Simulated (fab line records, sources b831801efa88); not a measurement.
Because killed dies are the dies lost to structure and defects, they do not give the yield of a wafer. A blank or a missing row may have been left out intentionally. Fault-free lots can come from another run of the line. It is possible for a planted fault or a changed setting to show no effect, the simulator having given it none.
fab line records / flow sky130
record lots=14 wafers=42 last-day=50
route steps=708 shown NWELL@82 VT_ADJUST_HVTP@92 VT_ADJUST_LVTN@118 VT_ADJUST_NCORE@123
lots that met no fault: from a run of the same line without faults
start-h: hours from the record's first day to the start of the lot's first wafer shown / wait-h: hours since the lot's step before / " the same as in the row above / L1.1+2: one row covering several wafers at once / - either no value or no given start / * or withheld: withheld / < > ~ a bound
route shown NAME@n: names a module that has steps shown in the file, with the first one's number in the route / usual: the fault-free wafers' mean and standard deviation / same: alike in all rows / chamber/n: place in a boat / sites: each site's reading / _std_site: their standard deviation / _edge_site: inner sites' mean taken away from outer sites' mean / radius-mm: how far each site lies from the wafer's centre / mask NAME#n: copy n / behind: the most recent tool/chamber to have shaped the wafer / hold: the reason the lot was held/the length of the hold in hours/how it ended / device: which transistor (n, p or np) failed to switch / end of line: the tests these same wafers got at the end of their route / for a step that has no rows: nothing shown but its recipe / killed: the dies lost at the first sort to structure and to defects; this is not the yield of the wafer / map: per-die view of a wafer (x killed, . not killed, _ where there is no die)
set.NAME: the setting that was run; set.NAME@STEP: the one run at that earlier step / model.NAME: the simulator's own value behind a step, which no gauge read
the route's steps for a sample of lots (tables are steps, rows are wafers)
services: the hour from which a tool's chamber was out of use, counted from the record's first day as start-h (under 0 if before that day), plus the number of hours and why
## steps
# step SKY_NWELL_RS_MEAS_29
# recipe thk-meas-gauge=four-point-probe
# usual NWELL_RS=624.7/1.4
lot.wafer=L826.1 tool=film-metro-01 chamber=- start-h=121.90 wait-h=0.1 NWELL_RS[ohm/sq]=624.7
lot.wafer=L826.3 tool=film-metro-01 chamber=- start-h=121.90 wait-h=0.1 NWELL_RS[ohm/sq]=622.6
lot.wafer=L826.5 tool=film-metro-01 chamber=- start-h=121.90 wait-h=0.1 NWELL_RS[ohm/sq]=622.9
lot.wafer=L828.3 tool=film-metro-02 chamber=- start-h=127.25 wait-h=0.1 NWELL_RS[ohm/sq]=624.6
lot.wafer=L828.4 tool=film-metro-02 chamber=- start-h=127.25 wait-h=0.1 NWELL_RS[ohm/sq]=625.6
lot.wafer=L828.5 tool=film-metro-02 chamber=- start-h=127.25 wait-h=0.1 NWELL_RS[ohm/sq]=623.9
lot.wafer=L830.3 tool=film-metro-03 chamber=- start-h=141.17 wait-h=0.1 NWELL_RS[ohm/sq]=622.7
lot.wafer=L830.5 tool=film-metro-03 chamber=- start-h=141.17 wait-h=0.1 NWELL_RS[ohm/sq]=623.9
lot.wafer=L830.6 tool=film-metro-03 chamber=- start-h=141.17 wait-h=0.1 NWELL_RS[ohm/sq]=624.8
lot.wafer=L832.2 tool=film-metro-03 chamber=- start-h=149.40 wait-h=0.1 NWELL_RS[ohm/sq]=625.2
lot.wafer=L832.3 tool=film-metro-03 chamber=- start-h=149.40 wait-h=0.1 NWELL_RS[ohm/sq]=625.0
lot.wafer=L832.6 tool=film-metro-03 chamber=- start-h=149.40 wait-h=0.1 NWELL_RS[ohm/sq]=624.1
lot.wafer=L831.3 tool=film-metro-03 chamber=- start-h=150.18 wait-h=0.1 NWELL_RS[ohm/sq]=623.5
lot.wafer=L831.4 tool=film-metro-03 chamber=- start-h=150.18 wait-h=0.1 NWELL_RS[ohm/sq]=624.3
lot.wafer=L831.6 tool=film-metro-03 chamber=- start-h=150.18 wait-h=0.1 NWELL_RS[ohm/sq]=623.7
lot.wafer=L833.2 tool=film-metro-03 chamber=- start-h=152.32 wait-h=0.1 NWELL_RS[ohm/sq]=625.5
lot.wafer=L833.5 tool=film-metro-03 chamber=- start-h=152.32 wait-h=0.1 NWELL_RS[ohm/sq]=623.9
lot.wafer=L833.6 tool=film-metro-03 chamber=- start-h=152.32 wait-h=0.1 NWELL_RS[ohm/sq]=625.4
lot.wafer=L834.1 tool=film-metro-01 chamber=- start-h=158.78 wait-h=0.1 NWELL_RS[ohm/sq]=625.5
lot.wafer=L834.3 tool=film-metro-01 chamber=- start-h=158.78 wait-h=0.1 NWELL_RS[ohm/sq]=623.8
lot.wafer=L834.4 tool=film-metro-01 chamber=- start-h=158.78 wait-h=0.1 NWELL_RS[ohm/sq]=627.0
lot.wafer=L837.1 tool=film-metro-01 chamber=- start-h=177.28 wait-h=0.1 NWELL_RS[ohm/sq]=622.4
lot.wafer=L837.3 tool=film-metro-01 chamber=- start-h=177.28 wait-h=0.1 NWELL_RS[ohm/sq]=626.8
lot.wafer=L837.5 tool=film-metro-01 chamber=- start-h=177.28 wait-h=0.1 NWELL_RS[ohm/sq]=626.3
lot.wafer=L838.3 tool=film-metro-02 chamber=- start-h=180.47 wait-h=0.1 NWELL_RS[ohm/sq]=623.0
lot.wafer=L838.4 tool=film-metro-02 chamber=- start-h=180.47 wait-h=0.1 NWELL_RS[ohm/sq]=623.3
lot.wafer=L838.6 tool=film-metro-02 chamber=- start-h=180.47 wait-h=0.1 NWELL_RS[ohm/sq]=623.5
lot.wafer=L839.2 tool=film-metro-03 chamber=- start-h=187.41 wait-h=0.1 NWELL_RS[ohm/sq]=624.3
lot.wafer=L839.3 tool=film-metro-03 chamber=- start-h=187.41 wait-h=0.1 NWELL_RS[ohm/sq]=625.2
lot.wafer=L839.5 tool=film-metro-03 chamber=- start-h=187.41 wait-h=0.1 NWELL_RS[ohm/sq]=624.5
lot.wafer=L841.1 tool=film-metro-03 chamber=- start-h=199.90 wait-h=0.1 NWELL_RS[ohm/sq]=623.3
lot.wafer=L841.3 tool=film-metro-03 chamber=- start-h=199.90 wait-h=0.1 NWELL_RS[ohm/sq]=623.9
lot.wafer=L841.5 tool=film-metro-03 chamber=- start-h=199.90 wait-h=0.1 NWELL_RS[ohm/sq]=624.0
lot.wafer=L842.2 tool=film-metro-03 chamber=- start-h=205.28 wait-h=0.1 NWELL_RS[ohm/sq]=625.7
lot.wafer=L842.5 tool=film-metro-03 chamber=- start-h=205.28 wait-h=0.1 NWELL_RS[ohm/sq]=626.4
lot.wafer=L842.6 tool=film-metro-03 chamber=- start-h=205.28 wait-h=0.1 NWELL_RS[ohm/sq]=626.9
lot.wafer=L847.4 tool=film-metro-02 chamber=- start-h=237.95 wait-h=0.1 NWELL_RS[ohm/sq]=626.6
lot.wafer=L847.5 tool=film-metro-02 chamber=- start-h=237.95 wait-h=0.1 NWELL_RS[ohm/sq]=624.2
lot.wafer=L847.6 tool=film-metro-02 chamber=- start-h=237.95 wait-h=0.1 NWELL_RS[ohm/sq]=625.9
lot.wafer=L848.1 tool=film-metro-03 chamber=- start-h=244.14 wait-h=0.1 NWELL_RS[ohm/sq]=622.8
lot.wafer=L848.3 tool=film-metro-03 chamber=- start-h=244.14 wait-h=0.1 NWELL_RS[ohm/sq]=624.9
lot.wafer=L848.6 tool=film-metro-03 chamber=- start-h=244.14 wait-h=0.1 NWELL_RS[ohm/sq]=621.9
# step SKY_VT_ADJUST_HVTP_CD_MEAS_07
# recipe target-cd-nm=380
# usual cd-nm=379.2/2.7
lot.wafer=L826.1 tool=cd-sem-02 chamber=- start-h=141.21 wait-h=0.1 cd-nm=376.9
lot.wafer=L826.3 tool=cd-sem-02 chamber=- start-h=141.21 wait-h=0.1 cd-nm=375.8
lot.wafer=L826.5 tool=cd-sem-02 chamber=- start-h=141.21 wait-h=0.1 cd-nm=378.0
lot.wafer=L828.3 tool=cd-sem-01 chamber=- start-h=146.80 wait-h=0.1 cd-nm=377.5
lot.wafer=L828.4 tool=cd-sem-01 chamber=- start-h=146.80 wait-h=0.1 cd-nm=377.9
lot.wafer=L828.5 tool=cd-sem-01 chamber=- start-h=146.80 wait-h=0.1 cd-nm=380.3
lot.wafer=L830.3 tool=cd-sem-01 chamber=- start-h=160.97 wait-h=0.1 cd-nm=375.7
lot.wafer=L830.5 tool=cd-sem-01 chamber=- start-h=160.97 wait-h=0.1 cd-nm=377.2
lot.wafer=L830.6 tool=cd-sem-01 chamber=- start-h=160.97 wait-h=0.1 cd-nm=373.3
lot.wafer=L832.2 tool=cd-sem-02 chamber=- start-h=169.48 wait-h=0.1 cd-nm=380.7
lot.wafer=L832.3 tool=cd-sem-02 chamber=- start-h=169.48 wait-h=0.1 cd-nm=382.9
lot.wafer=L832.6 tool=cd-sem-02 chamber=- start-h=169.48 wait-h=0.1 cd-nm=381.9
lot.wafer=L831.3 tool=cd-sem-02 chamber=- start-h=170.40 wait-h=0.1 cd-nm=378.2
lot.wafer=L831.4 tool=cd-sem-02 chamber=- start-h=170.40 wait-h=0.1 cd-nm=379.4
lot.wafer=L831.6 tool=cd-sem-02 chamber=- start-h=170.40 wait-h=0.1 cd-nm=378.5
lot.wafer=L833.2 tool=cd-sem-02 chamber=- start-h=172.28 wait-h=0.1 cd-nm=380.1
lot.wafer=L833.5 tool=cd-sem-02 chamber=- start-h=172.28 wait-h=0.1 cd-nm=378.9
lot.wafer=L833.6 tool=cd-sem-02 chamber=- start-h=172.28 wait-h=0.1 cd-nm=380.9
lot.wafer=L834.1 tool=cd-sem-01 chamber=- start-h=178.58 wait-h=0.1 cd-nm=370.2
lot.wafer=L834.3 tool=cd-sem-01 chamber=- start-h=178.58 wait-h=0.1 cd-nm=373.2
lot.wafer=L834.4 tool=cd-sem-01 chamber=- start-h=178.58 wait-h=0.1 cd-nm=374.0
lot.wafer=L837.1 tool=cd-sem-01 chamber=- start-h=197.70 wait-h=0.1 cd-nm=376.3
lot.wafer=L837.3 tool=cd-sem-01 chamber=- start-h=197.70 wait-h=0.1 cd-nm=379.7
lot.wafer=L837.5 tool=cd-sem-01 chamber=- start-h=197.70 wait-h=0.1 cd-nm=376.5
lot.wafer=L838.3 tool=cd-sem-02 chamber=- start-h=201.34 wait-h=0.1 cd-nm=380.7
lot.wafer=L838.4 tool=cd-sem-02 chamber=- start-h=201.34 wait-h=0.1 cd-nm=382.7
lot.wafer=L838.6 tool=cd-sem-02 chamber=- start-h=201.34 wait-h=0.1 cd-nm=379.9
lot.wafer=L839.2 tool=cd-sem-02 chamber=- start-h=208.18 wait-h=0.1 cd-nm=380.6
lot.wafer=L839.3 tool=cd-sem-02 chamber=- start-h=208.18 wait-h=0.1 cd-nm=384.5
lot.wafer=L839.5 tool=cd-sem-02 chamber=- start-h=208.18 wait-h=0.1 cd-nm=381.6
lot.wafer=L841.1 tool=cd-sem-01 chamber=- start-h=220.86 wait-h=0.1 cd-nm=380.5
lot.wafer=L841.3 tool=cd-sem-01 chamber=- start-h=220.86 wait-h=0.1 cd-nm=380.4
lot.wafer=L841.5 tool=cd-sem-01 chamber=- start-h=220.86 wait-h=0.1 cd-nm=382.5
lot.wafer=L842.2 tool=cd-sem-01 chamber=- start-h=226.15 wait-h=0.1 cd-nm=384.5
lot.wafer=L842.5 tool=cd-sem-01 chamber=- start-h=226.15 wait-h=0.1 cd-nm=379.3
lot.wafer=L842.6 tool=cd-sem-01 chamber=- start-h=226.15 wait-h=0.1 cd-nm=381.3
lot.wafer=L847.4 tool=cd-sem-01 chamber=- start-h=260.40 wait-h=0.1 cd-nm=376.3
lot.wafer=L847.5 tool=cd-sem-01 chamber=- start-h=260.40 wait-h=0.1 cd-nm=375.6
lot.wafer=L847.6 tool=cd-sem-01 chamber=- start-h=260.40 wait-h=0.1 cd-nm=378.4
lot.wafer=L848.1 tool=cd-sem-01 chamber=- start-h=267.04 wait-h=0.1 cd-nm=376.9
lot.wafer=L848.3 tool=cd-sem-01 chamber=- start-h=267.04 wait-h=0.1 cd-nm=377.1
lot.wafer=L848.6 tool=cd-sem-01 chamber=- start-h=267.04 wait-h=0.1 cd-nm=378.8
# step SKY_VT_ADJUST_LVTN_TW_MEAS_21
# usual VT_ADJUST_LVTN_2_TW=187.3/0.87
lot.wafer=L826.1 tool=film-metro-02 chamber=- start-h=182.30 wait-h=0.1 VT_ADJUST_LVTN_2_TW=188.5
lot.wafer=L826.3 tool=film-metro-02 chamber=- start-h=182.30 wait-h=0.1 VT_ADJUST_LVTN_2_TW=187.6
lot.wafer=L826.5 tool=film-metro-02 chamber=- start-h=182.30 wait-h=0.1 VT_ADJUST_LVTN_2_TW=188.1
lot.wafer=L828.3 tool=film-metro-02 chamber=- start-h=188.14 wait-h=0.1 VT_ADJUST_LVTN_2_TW=188.6
lot.wafer=L828.4 tool=film-metro-02 chamber=- start-h=188.14 wait-h=0.1 VT_ADJUST_LVTN_2_TW=187.3
lot.wafer=L828.5 tool=film-metro-02 chamber=- start-h=188.14 wait-h=0.1 VT_ADJUST_LVTN_2_TW=187.0
lot.wafer=L830.3 tool=film-metro-04 chamber=- start-h=202.71 wait-h=0.1 VT_ADJUST_LVTN_2_TW=188.0
lot.wafer=L830.5 tool=film-metro-04 chamber=- start-h=202.71 wait-h=0.1 VT_ADJUST_LVTN_2_TW=186.7
lot.wafer=L830.6 tool=film-metro-04 chamber=- start-h=202.71 wait-h=0.1 VT_ADJUST_LVTN_2_TW=186.8
lot.wafer=L832.2 tool=film-metro-03 chamber=- start-h=211.71 wait-h=0.1 VT_ADJUST_LVTN_2_TW=187.6
lot.wafer=L832.3 tool=film-metro-03 chamber=- start-h=211.71 wait-h=0.1 VT_ADJUST_LVTN_2_TW=187.2
lot.wafer=L832.6 tool=film-metro-03 chamber=- start-h=211.71 wait-h=0.1 VT_ADJUST_LVTN_2_TW=186.3
lot.wafer=L831.3 tool=film-metro-04 chamber=- start-h=212.02 wait-h=0.1 VT_ADJUST_LVTN_2_TW=186.9
lot.wafer=L831.4 tool=film-metro-04 chamber=- start-h=212.02 wait-h=0.1 VT_ADJUST_LVTN_2_TW=186.8
lot.wafer=L831.6 tool=film-metro-04 chamber=- start-h=212.02 wait-h=0.1 VT_ADJUST_LVTN_2_TW=187.1
lot.wafer=L833.2 tool=film-metro-03 chamber=- start-h=213.41 wait-h=0.1 VT_ADJUST_LVTN_2_TW=187.5
lot.wafer=L833.5 tool=film-metro-03 chamber=- start-h=213.41 wait-h=0.1 VT_ADJUST_LVTN_2_TW=187.5
lot.wafer=L833.6 tool=film-metro-03 chamber=- start-h=213.41 wait-h=0.1 VT_ADJUST_LVTN_2_TW=187.2
lot.wafer=L834.1 tool=film-metro-04 chamber=- start-h=220.85 wait-h=0.1 VT_ADJUST_LVTN_2_TW=188.1
lot.wafer=L834.3 tool=film-metro-04 chamber=- start-h=220.85 wait-h=0.1 VT_ADJUST_LVTN_2_TW=186.8
lot.wafer=L834.4 tool=film-metro-04 chamber=- start-h=220.85 wait-h=0.1 VT_ADJUST_LVTN_2_TW=187.5
lot.wafer=L837.1 tool=film-metro-02 chamber=- start-h=242.67 wait-h=0.1 VT_ADJUST_LVTN_2_TW=187.5
lot.wafer=L837.3 tool=film-metro-02 chamber=- start-h=242.67 wait-h=0.1 VT_ADJUST_LVTN_2_TW=187.9
lot.wafer=L837.5 tool=film-metro-02 chamber=- start-h=242.67 wait-h=0.1 VT_ADJUST_LVTN_2_TW=188.3
lot.wafer=L838.3 tool=film-metro-02 chamber=- start-h=246.16 wait-h=0.1 VT_ADJUST_LVTN_2_TW=187.1
lot.wafer=L838.4 tool=film-metro-02 chamber=- start-h=246.16 wait-h=0.1 VT_ADJUST_LVTN_2_TW=187.3
lot.wafer=L838.6 tool=film-metro-02 chamber=- start-h=246.16 wait-h=0.1 VT_ADJUST_LVTN_2_TW=187.4
lot.wafer=L839.2 tool=film-metro-03 chamber=- start-h=253.71 wait-h=0.1 VT_ADJUST_LVTN_2_TW=187.2
lot.wafer=L839.3 tool=film-metro-03 chamber=- start-h=253.71 wait-h=0.1 VT_ADJUST_LVTN_2_TW=187.8
lot.wafer=L839.5 tool=film-metro-03 chamber=- start-h=253.71 wait-h=0.1 VT_ADJUST_LVTN_2_TW=187.6
lot.wafer=L841.1 tool=film-metro-04 chamber=- start-h=267.44 wait-h=0.1 VT_ADJUST_LVTN_2_TW=186.1
lot.wafer=L841.3 tool=film-metro-04 chamber=- start-h=267.44 wait-h=0.1 VT_ADJUST_LVTN_2_TW=186.3
lot.wafer=L841.5 tool=film-metro-04 chamber=- start-h=267.44 wait-h=0.1 VT_ADJUST_LVTN_2_TW=185.5
lot.wafer=L842.2 tool=film-metro-02 chamber=- start-h=272.11 wait-h=0.1 VT_ADJUST_LVTN_2_TW=185.9
lot.wafer=L842.5 tool=film-metro-02 chamber=- start-h=272.11 wait-h=0.1 VT_ADJUST_LVTN_2_TW=187.4
lot.wafer=L842.6 tool=film-metro-02 chamber=- start-h=272.11 wait-h=0.1 VT_ADJUST_LVTN_2_TW=187.2
lot.wafer=L847.4 tool=film-metro-03 chamber=- start-h=310.58 wait-h=0.1 VT_ADJUST_LVTN_2_TW=186.2
lot.wafer=L847.5 tool=film-metro-03 chamber=- start-h=310.58 wait-h=0.1 VT_ADJUST_LVTN_2_TW=187.4
lot.wafer=L847.6 tool=film-metro-03 chamber=- start-h=310.58 wait-h=0.1 VT_ADJUST_LVTN_2_TW=186.2
lot.wafer=L848.1 tool=film-metro-02 chamber=- start-h=317.12 wait-h=0.1 VT_ADJUST_LVTN_2_TW=187.0
lot.wafer=L848.3 tool=film-metro-02 chamber=- start-h=317.12 wait-h=0.1 VT_ADJUST_LVTN_2_TW=185.9
lot.wafer=L848.6 tool=film-metro-02 chamber=- start-h=317.12 wait-h=0.1 VT_ADJUST_LVTN_2_TW=186.7
# step SKY_VT_ADJUST_NCORE_EXPOSE_04
# recipe mask-id=LVTN_COMPLEMENT_THIN na=0.6 source-shape=conventional sigma-outer=0.6 polarization=unpolarized target-cd-nm=380 dose-mj=139
# usual exposure-dose-mJ-cm2=139.01/0.13 focus-offset-nm=0.0/0.47
lot.wafer=L826.1 tool=iline-stepper-01 chamber=0 start-h=192.35 wait-h=- mask=LVTN_COMPLEMENT_THIN#0 exposure-dose-mJ-cm2=138.93 focus-offset-nm=-0.5
lot.wafer=L826.3 tool=iline-stepper-01 chamber=0 start-h=192.35 wait-h=- mask=LVTN_COMPLEMENT_THIN#0 exposure-dose-mJ-cm2=138.97 focus-offset-nm=-0.2
lot.wafer=L826.5 tool=iline-stepper-01 chamber=0 start-h=192.35 wait-h=- mask=LVTN_COMPLEMENT_THIN#0 exposure-dose-mJ-cm2=138.90 focus-offset-nm=0.0
lot.wafer=L828.3 tool=iline-stepper-01 chamber=0 start-h=198.75 wait-h=- mask=LVTN_COMPLEMENT_THIN#0 exposure-dose-mJ-cm2=139.25 focus-offset-nm=0.1
lot.wafer=L828.4 tool=iline-stepper-01 chamber=0 start-h=198.75 wait-h=- mask=LVTN_COMPLEMENT_THIN#0 exposure-dose-mJ-cm2=139.00 focus-offset-nm=0.1
lot.wafer=L828.5 tool=iline-stepper-01 chamber=0 start-h=198.75 wait-h=- mask=LVTN_COMPLEMENT_THIN#0 exposure-dose-mJ-cm2=139.15 focus-offset-nm=0.3
lot.wafer=L830.3 tool=iline-stepper-01 chamber=0 start-h=212.77 wait-h=- mask=LVTN_COMPLEMENT_THIN#0 exposure-dose-mJ-cm2=139.09 focus-offset-nm=-0.7
lot.wafer=L830.5 tool=iline-stepper-01 chamber=0 start-h=212.77 wait-h=- mask=LVTN_COMPLEMENT_THIN#0 exposure-dose-mJ-cm2=138.92 focus-offset-nm=0.2
lot.wafer=L830.6 tool=iline-stepper-01 chamber=0 start-h=212.77 wait-h=- mask=LVTN_COMPLEMENT_THIN#0 exposure-dose-mJ-cm2=138.93 focus-offset-nm=0.0
lot.wafer=L832.2 tool=iline-stepper-02 chamber=0 start-h=222.74 wait-h=- mask=LVTN_COMPLEMENT_THIN#0 exposure-dose-mJ-cm2=138.89 focus-offset-nm=1.0
lot.wafer=L832.3 tool=iline-stepper-02 chamber=0 start-h=222.74 wait-h=- mask=LVTN_COMPLEMENT_THIN#0 exposure-dose-mJ-cm2=139.06 focus-offset-nm=-0.3
lot.wafer=L832.6 tool=iline-stepper-02 chamber=0 start-h=222.74 wait-h=- mask=LVTN_COMPLEMENT_THIN#0 exposure-dose-mJ-cm2=138.91 focus-offset-nm=0.1
lot.wafer=L831.3 tool=iline-stepper-01 chamber=0 start-h=223.00 wait-h=- mask=LVTN_COMPLEMENT_THIN#0 exposure-dose-mJ-cm2=138.97 focus-offset-nm=0.8
lot.wafer=L831.4 tool=iline-stepper-01 chamber=0 start-h=223.00 wait-h=- mask=LVTN_COMPLEMENT_THIN#0 exposure-dose-mJ-cm2=139.02 focus-offset-nm=0.3
lot.wafer=L831.6 tool=iline-stepper-01 chamber=0 start-h=223.00 wait-h=- mask=LVTN_COMPLEMENT_THIN#0 exposure-dose-mJ-cm2=139.12 focus-offset-nm=0.3
lot.wafer=L833.2 tool=iline-stepper-01 chamber=0 start-h=224.46 wait-h=- mask=LVTN_COMPLEMENT_THIN#0 exposure-dose-mJ-cm2=138.98 focus-offset-nm=-0.5
lot.wafer=L833.5 tool=iline-stepper-01 chamber=0 start-h=224.46 wait-h=- mask=LVTN_COMPLEMENT_THIN#0 exposure-dose-mJ-cm2=138.96 focus-offset-nm=0.0
lot.wafer=L833.6 tool=iline-stepper-01 chamber=0 start-h=224.46 wait-h=- mask=LVTN_COMPLEMENT_THIN#0 exposure-dose-mJ-cm2=139.08 focus-offset-nm=0.2
lot.wafer=L834.1 tool=iline-stepper-01 chamber=0 start-h=231.95 wait-h=- mask=LVTN_COMPLEMENT_THIN#0 exposure-dose-mJ-cm2=139.10 focus-offset-nm=0.9
lot.wafer=L834.3 tool=iline-stepper-01 chamber=0 start-h=231.95 wait-h=- mask=LVTN_COMPLEMENT_THIN#0 exposure-dose-mJ-cm2=139.16 focus-offset-nm=-0.6
lot.wafer=L834.4 tool=iline-stepper-01 chamber=0 start-h=231.95 wait-h=- mask=LVTN_COMPLEMENT_THIN#0 exposure-dose-mJ-cm2=139.17 focus-offset-nm=1.3
lot.wafer=L837.1 tool=iline-stepper-02 chamber=0 start-h=254.01 wait-h=- mask=LVTN_COMPLEMENT_THIN#0 exposure-dose-mJ-cm2=139.01 focus-offset-nm=0.6
lot.wafer=L837.3 tool=iline-stepper-02 chamber=0 start-h=254.01 wait-h=- mask=LVTN_COMPLEMENT_THIN#0 exposure-dose-mJ-cm2=138.80 focus-offset-nm=0.2
lot.wafer=L837.5 tool=iline-stepper-02 chamber=0 start-h=254.01 wait-h=- mask=LVTN_COMPLEMENT_THIN#0 exposure-dose-mJ-cm2=139.05 focus-offset-nm=0.1
lot.wafer=L838.3 tool=iline-stepper-01 chamber=0 start-h=257.52 wait-h=- mask=LVTN_COMPLEMENT_THIN#0 exposure-dose-mJ-cm2=139.05 focus-offset-nm=-0.2
lot.wafer=L838.4 tool=iline-stepper-01 chamber=0 start-h=257.52 wait-h=- mask=LVTN_COMPLEMENT_THIN#0 exposure-dose-mJ-cm2=139.05 focus-offset-nm=0.8
lot.wafer=L838.6 tool=iline-stepper-01 chamber=0 start-h=257.52 wait-h=- mask=LVTN_COMPLEMENT_THIN#0 exposure-dose-mJ-cm2=138.95 focus-offset-nm=-0.2
lot.wafer=L839.2 tool=iline-stepper-01 chamber=0 start-h=264.38 wait-h=- mask=LVTN_COMPLEMENT_THIN#0 exposure-dose-mJ-cm2=139.09 focus-offset-nm=-0.3
lot.wafer=L839.3 tool=iline-stepper-01 chamber=0 start-h=264.38 wait-h=- mask=LVTN_COMPLEMENT_THIN#0 exposure-dose-mJ-cm2=138.82 focus-offset-nm=-0.2
lot.wafer=L839.5 tool=iline-stepper-01 chamber=0 start-h=264.38 wait-h=- mask=LVTN_COMPLEMENT_THIN#0 exposure-dose-mJ-cm2=139.00 focus-offset-nm=-0.4
lot.wafer=L841.1 tool=iline-stepper-01 chamber=- start-h=278.56 wait-h=- mask=LVTN_COMPLEMENT_THIN#0 exposure-dose-mJ-cm2=- focus-offset-nm=-
lot.wafer=L841.3 tool=iline-stepper-01 chamber=- start-h=278.56 wait-h=- mask=LVTN_COMPLEMENT_THIN#0 exposure-dose-mJ-cm2=- focus-offset-nm=-
lot.wafer=L841.5 tool=iline-stepper-01 chamber=- start-h=278.56 wait-h=- mask=LVTN_COMPLEMENT_THIN#0 exposure-dose-mJ-cm2=- focus-offset-nm=-
lot.wafer=L842.2 tool=iline-stepper-01 chamber=- start-h=284.23 wait-h=- mask=LVTN_COMPLEMENT_THIN#0 exposure-dose-mJ-cm2=- focus-offset-nm=-
lot.wafer=L842.5 tool=iline-stepper-01 chamber=- start-h=284.23 wait-h=- mask=LVTN_COMPLEMENT_THIN#0 exposure-dose-mJ-cm2=- focus-offset-nm=-
lot.wafer=L842.6 tool=iline-stepper-01 chamber=- start-h=284.23 wait-h=- mask=LVTN_COMPLEMENT_THIN#0 exposure-dose-mJ-cm2=- focus-offset-nm=-
lot.wafer=L847.4 tool=iline-stepper-01 chamber=0 start-h=322.94 wait-h=- mask=LVTN_COMPLEMENT_THIN#0 exposure-dose-mJ-cm2=139.11 focus-offset-nm=-0.4
lot.wafer=L847.5 tool=iline-stepper-01 chamber=0 start-h=322.94 wait-h=- mask=LVTN_COMPLEMENT_THIN#0 exposure-dose-mJ-cm2=139.12 focus-offset-nm=0.3
lot.wafer=L847.6 tool=iline-stepper-01 chamber=0 start-h=322.94 wait-h=- mask=LVTN_COMPLEMENT_THIN#0 exposure-dose-mJ-cm2=139.05 focus-offset-nm=0.2
lot.wafer=L848.1 tool=iline-stepper-01 chamber=0 start-h=330.69 wait-h=- mask=LVTN_COMPLEMENT_THIN#0 exposure-dose-mJ-cm2=139.14 focus-offset-nm=0.2
lot.wafer=L848.3 tool=iline-stepper-01 chamber=0 start-h=330.69 wait-h=- mask=LVTN_COMPLEMENT_THIN#0 exposure-dose-mJ-cm2=138.82 focus-offset-nm=0.5
lot.wafer=L848.6 tool=iline-stepper-01 chamber=0 start-h=330.69 wait-h=- mask=LVTN_COMPLEMENT_THIN#0 exposure-dose-mJ-cm2=139.11 focus-offset-nm=-0.6
## services
tool=iline-stepper-01 chamber=- start-h=250.90 hours=3.5 kind=repair
tool=iline-stepper-02 chamber=- start-h=263.75 hours=1.7 kind=pm
## key
first-sign step=SKY_VT_ADJUST_NCORE_EXPOSE_04 reading=tool-record direction=missing
effect none on later readings
met-at SKY_VT_ADJUST_NCORE_EXPOSE_04
struck-lots L841,L842
sort-left-out L841.1,L841.3,L841.5,L842.2,L842.5,L842.6
tester-left-out L841,L842
not-acting-at SKY_NWELL_RS_MEAS_29,SKY_VT_ADJUST_HVTP_CD_MEAS_07,SKY_VT_ADJUST_LVTN_TW_MEAS_21
onset-between 264.38 278.56
fault kind=skipped-step-whole tool=iline-stepper-01 chamber=- onset-h=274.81 steps=SKY_VT_ADJUST_NCORE_EXPOSE_04 scope=struck-lots-only
# tester-left-out: of these lots the tester's yield and bins aren't shown, on N5 and GAA mostly nor the transistor test; their killed dies are dies lost to structure and defects alone, not to doping, threshold or leakage, so they don't give the yield
# sort-left-out: the simulated sort isn't trusted on such a fault, so these wafers' sort isn't shown, and their yield isn't known
